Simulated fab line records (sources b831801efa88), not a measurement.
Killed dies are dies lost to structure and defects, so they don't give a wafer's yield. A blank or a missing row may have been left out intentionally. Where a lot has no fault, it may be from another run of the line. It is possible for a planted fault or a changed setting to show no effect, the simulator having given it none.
Code-filled problem report in 8D (eight disciplines) form + flow sky130 + the parts of the form that need people (team, actions taken, sign-off) are left out

## 1. WHAT WENT WRONG
spin_speed_rpm at SKY_VIA2_COAT_07 reads a mean of 3067.9 rpm on 6 wafers of 2 lots; wafers without a fault read 3000.1 rpm with a standard deviation of 2. Relative to the usual mean, that is a shift of +34 standard deviations.
The step: resist thk 450 nm.
Seen first at day 41 12:00 on litho_track-02, wafer L593.4. The record holds 18 wafers of 6 lots with a number at this step. Rule for "out" (also "out of limits"): further than 4 standard deviations from the usual mean. The rest of the wafers with a number are treated as sound.

## 2. WHAT IT IS; WHAT IT IS NOT
| question                    | is                     | is not                                                                   |
|-----------------------------|------------------------|--------------------------------------------------------------------------|
| which readings at this step | spin_speed_rpm         | -                                                                        |
| which lots                  | L593, L594             | L584, L586, L595, L599                                                   |
| which wafers of those lots  | all that have a number | -                                                                        |
| read on which tools         | litho_track-02         | litho_track-01                                                           |
| when                        | from day 41 12:00      | up to then (6 sound wafers); but 6 sound wafers of L595, L599 came after |

## 3. SUSPECTS, AND WHAT RULES EACH OUT
Counting: any tool at a process step up to the reading is kept as a suspect provided that every lot that is out went through it and no sound lot did after the first of them.
- rie_metal-01 at SKY_METAL2_METAL_ETCH_19 (etches the open film in Cl2/BCl3, stops on SiO2, target depth 360 nm, time 78 s): ruled out as a lasting fault. The sound lots L599 went through it after L593, its earliest lot that is out (day 40 23:02).
- litho_track-02 at SKY_VIA2_COAT_07 (resist thk 450 nm): kept. It ran every lot that is out, first L593 (day 41 12:00), and no sound lot after that; its last sound lot up to then is L586 (day 38 07:00). Its own readings are out on those wafers: spin_speed_rpm.
The count leaves litho_track-02 at SKY_VIA2_COAT_07.

## 4. THE CAUSE (what the simulator had put in)
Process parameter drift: litho_track-02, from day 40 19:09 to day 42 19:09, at SKY_VIA2_COAT_07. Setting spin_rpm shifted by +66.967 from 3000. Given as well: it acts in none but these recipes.
Counting left only this tool.

## 5. THE EFFECT CHAIN, in route order
Rows list readings where the struck wafers' mean (over those with a number) sits beyond 3 standard deviations from the usual. Only readings whose record carries a usual standard deviation are examined. hours: median over the lots of the time between each lot's start at the first step of this table that gives one and its start at this step. sigmas: the change, counted in usual standard deviations.
| hours | step             | reading        | usual      | on struck wafers | change | sigmas |
|-------|------------------|----------------|------------|------------------|--------|--------|
| 0     | SKY_VIA2_COAT_07 | spin_speed_rpm | 3000.1 rpm | 3067.9           | +67.8  | +34    |
It contains these process steps:
- SKY_VIA2_COAT_07: resist thk 450 nm.
At these later measuring or inspecting steps, every struck wafer for which the step has a row has a number for every such reading, and none has moved that far: SKY_VIA2_CD_MEAS_12, SKY_VIA2_OVL_MEAS_13.

## 6. HOW IT WOULD HAVE BEEN CAUGHT EARLIER
The fault began at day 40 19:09; the first out-of-limits reading in this record came at day 41 12:00, 17 hours later.
